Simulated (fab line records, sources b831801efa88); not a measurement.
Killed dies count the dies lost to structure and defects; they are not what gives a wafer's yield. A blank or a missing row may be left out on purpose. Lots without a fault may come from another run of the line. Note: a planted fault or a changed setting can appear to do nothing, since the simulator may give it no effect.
What tool caused it? :: flow sky130 :: Sampling: 6 lots, 18 wafers, 2 of 708 route steps

== WHAT THE GAUGES READ, wafer by wafer ==
SKY_VT_ADJUST_LVTN_TW_MEAS_21.
lot: L165
measured: day 9 03:08
on: filmMetro-04
VT_ADJUST_LVTN_2_TW: 190.4 190.9 190.3

lot: L168
measured: day 9 17:04
on: filmMetro-04
VT_ADJUST_LVTN_2_TW: 188.4 190.8 189.1

lot: L172
measured: day 10 05:20
on: filmMetro-04
VT_ADJUST_LVTN_2_TW: 191.3 190.0 190.8

lot: L175
measured: day 11 05:59
on: filmMetro-04
VT_ADJUST_LVTN_2_TW: 190.4 190.0 190.8

lot: L183
measured: day 13 23:20
on: filmMetro-04
VT_ADJUST_LVTN_2_TW: 221.0 222.4 221.9

lot: L186
measured: day 14 11:50
on: filmMetro-04
VT_ADJUST_LVTN_2_TW: 190.9 191.8 191.2

== WHAT TOOL EACH LOT RAN ON (gives the tool, then ch and the chambers of the sampled wafers, and finally the start) ==
lot: L165
SKY_VT_ADJUST_LVTN_IMPLANT_19: implanter-01 ch 0, day 9 02:54

lot: L168
SKY_VT_ADJUST_LVTN_IMPLANT_19: implanter-01 ch 0, day 9 16:49

lot: L172
SKY_VT_ADJUST_LVTN_IMPLANT_19: implanter-02 ch 0, day 10 05:05

lot: L175
SKY_VT_ADJUST_LVTN_IMPLANT_19: implanter-01 ch 0, day 11 05:45

lot: L183
SKY_VT_ADJUST_LVTN_IMPLANT_19: implanter-01 ch 0, day 13 23:05

lot: L186
SKY_VT_ADJUST_LVTN_IMPLANT_19: implanter-02 ch 0, day 14 11:36
- SKY_VT_ADJUST_LVTN_IMPLANT_19

== THE ANSWER, worked out from the rows above alone ==
Rule: what is usual is taken from the lots themselves. The widest of any qualifying gaps counts: lots, ordered by their means at a reading, are off when they make up no more than a third of the lots, leave a main group of 4 or more, and stand apart from it by 3 or more times the standard deviation of that group's means. If all means in a main group match to the digits the tables above print for the reading, that group is not used. A lot without any number at a reading at which 4 lots or more have one is off too. The other lots that the step has rows for count as sound.
Off: L183, seen at SKY_VT_ADJUST_LVTN_TW_MEAS_21 (VT_ADJUST_LVTN_2_TW). Main group: mean 190.5, sd 0.6.
If a tool, at a process step before that reading, ran all the lots that are off and no sound lot after the first of them, it fits. The gauges at SKY_VT_ADJUST_LVTN_TW_MEAS_21 are tried like those tools. One candidate fits, namely implanter-01 at SKY_VT_ADJUST_LVTN_IMPLANT_19. A fault onset in the window from L175 (day 11 05:45, its last sound lot) to L183 (day 13 23:05, its first lot off) fits.

== WHAT THE SIMULATOR HAD INSERTED ==
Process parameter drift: implanter-01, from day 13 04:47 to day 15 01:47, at SKY_VT_ADJUST_LVTN_IMPLANT_19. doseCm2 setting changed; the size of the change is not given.
Lots struck among those shown: L183. The rule above found the same.
